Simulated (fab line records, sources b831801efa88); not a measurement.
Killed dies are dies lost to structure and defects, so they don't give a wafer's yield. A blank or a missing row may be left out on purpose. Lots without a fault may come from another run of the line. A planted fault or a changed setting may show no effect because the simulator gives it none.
A struck lot beside a sound one | flow sky130 | 21 steps out of a route of 708
Sound: wafers L105.1, L105.3, L105.4. Struck: wafers L108.2, L108.5. The cause comes at the end.
At each step with rows: each side's tool, then ch and its chambers, then its first start. Under that, the readings that differ: sound wafers | struck wafers | difference of the means | sigmas: that difference in standard deviations of wafers without a fault.
alike: readings whose means differ by less than 2 such deviations, and words and numbers that are the same on both sides. not compared: withheld readings, readings that some wafer has no value for, bounds like >300 that may hide the same value, and numbers for which the record gives no deviation and whose values overlap.
The two part at a step that has a row with sigmas, a row that says differs or no value, or rows on one side only. Numbers that don't overlap but have no deviation are shown without sigmas and don't part them. A reading that every wafer of one side lacks parts them only if that side has two wafers or more.

first, 4 steps without rows for these wafers: SKY_METAL3_STRIP_20 (strips in post etch residue remover, time 1200 s); SKY_METAL3_CLEAN_21 (cleans in IPA, time 180 s); SKY_METAL3_CLEAN_22 (cleans in O3/DIW); SKY_VIA3_HDPCVD_00 (deposits SiO2, target thk 1635 nm, time 272.5 s).
SKY_VIA3_THK_MEAS_01:
  sound on film_metro-01, day 40 03:40; struck on film_metro-02, day 40 22:25
  alike: VIA3_HDPCVD_THK
SKY_VIA3_CMP_02: polishes SiO2.
  sound on cmp-01 ch 0,2,3, day 40 04:23; struck on cmp-01 ch 0,1, day 40 22:37
  alike: motor_current_A, slurry_filter_dp_kPa
SKY_VIA3_BOW_MEAS_03:
  sound on film_metro-04, day 40 04:41; struck on film_metro-04, day 40 22:47
  alike: VIA3_BOW
then, 5 steps without rows for these wafers: SKY_VIA3_DEHYDRATE_04 (time 60 s); SKY_VIA3_HMDS_05 (prime time 60 s); SKY_VIA3_COAT_06 (resist thk 60 nm); SKY_VIA3_COAT_07 (resist thk 450 nm); SKY_VIA3_SOFTBAKE_08 (time 90 s).
SKY_VIA3_EXPOSE_09: exposes mask VIM3, target cd 200 nm.
  sound on krf_scanner-01 ch 0, day 40 16:22; struck on krf_scanner-01 ch 0, day 41 11:02
  alike: mask
then, 2 steps without rows for these wafers: SKY_VIA3_PEB_10; SKY_VIA3_DEVELOP_11 (develop time 60 s).
SKY_VIA3_CD_MEAS_12: target cd 200 nm.
  sound on cd_sem-01, day 41 04:49; struck on cd_sem-01, day 41 22:41
  reading    | sound             | struck      | difference | sigmas
  cd_nm (nm) | 199.6 199.8 197.4 | 130.1 130.7 | -68.5      | -57
SKY_VIA3_OVL_MEAS_13:
  sound on overlay-01, day 41 04:56; struck on overlay-02, day 41 22:47
  reading       | sound   | struck | difference | sigmas
  VIA3_OVL (nm) | -3 4 -6 | 14 9   | +13        | +2
SKY_VIA3_ETCH_14: etches BARC in N2/H2, stops on SiO2, time 45.9 s, target depth 60 nm.
  sound on rie_diel-03 ch 1,2,3, day 41 04:58; struck on rie_diel-03 ch 3, day 41 22:49
  reading               | sound             | struck      | difference | sigmas
  model.VIA3.cd_nm (nm) | 199.1 200.5 197.6 | 129.4 130.1 | -69.3      |
  alike: bias_w, drypump_motor_current_A, oes_product_au, throttle_valve_pct
  not compared: rf_hours_counter_h
SKY_VIA3_ETCH_15: etches SiO2 in C4F8/O2/Ar, stops on TiN, target depth 507 nm, time 78 s.
  sound on rie_diel-03 ch 1,2,3, day 41 05:01; struck on rie_diel-03 ch 3, day 41 22:52
  reading               | sound             | struck    | difference | sigmas
  model.VIA3.cd_nm (nm) | 200.2 201.2 193.5 | 127.9 130 | -69.3      |
  alike: bias_w, oes_product_au
  not compared: rf_hours_counter_h
SKY_VIA3_STRIP_16: strips in O2/N2.
  sound on plasma_asher-01 ch 0,1, day 41 05:04; struck on plasma_asher-02 ch 0,1, day 41 22:55
  alike: drypump_motor_current_A, oes_product_au, strip_time_to_endpoint_s
  not compared: rf_hours_counter_h
-- the record jumps here: 6 days lie between the struck wafers' starts before and after (it left off in module VIA3 and takes up again in module PAD_OPEN, whose first step shown is number 708 of the route) --
SKY_PAD_OPEN_PROBE_99:
  sound on prober-02, day 47 01:47; struck on prober-01, day 47 19:26
  reading                  | sound          | struck    | difference | sigmas
  defect_limited_yield (%) | 82.3 80.7 79.1 | 0 0       | -81        | -40
  killed_at_M0_to_M3       | 44 46 56       | 443 449   | +397       | +61
  killed_dies              | 87 95 103      | 492 492   | +397       | +40
  killed_on_rim            | 18 10 20       | 96 96     | +80        | +21
  sort_bin_5_function (%)  | 10.6 12.6 13.4 | 91.9 92.9 | +80.2      | +53
  sort_n_pass              | 405 397 389    | 0 0       | -397       | -40
  sort_yield_pct (%)       | 82.3 80.7 79.1 | 0 0       | -81        | -40
  alike: killed_at_M4_up, killed_at_contacts, killed_at_front_end, killed_at_other, killed_open, killed_short, sort_bin_3_pad_short, sort_bin_6_memory

WHERE THEY PART
First at SKY_VIA3_CD_MEAS_12; last, within this record, at SKY_PAD_OPEN_PROBE_99.

WHY: what the simulator had put in
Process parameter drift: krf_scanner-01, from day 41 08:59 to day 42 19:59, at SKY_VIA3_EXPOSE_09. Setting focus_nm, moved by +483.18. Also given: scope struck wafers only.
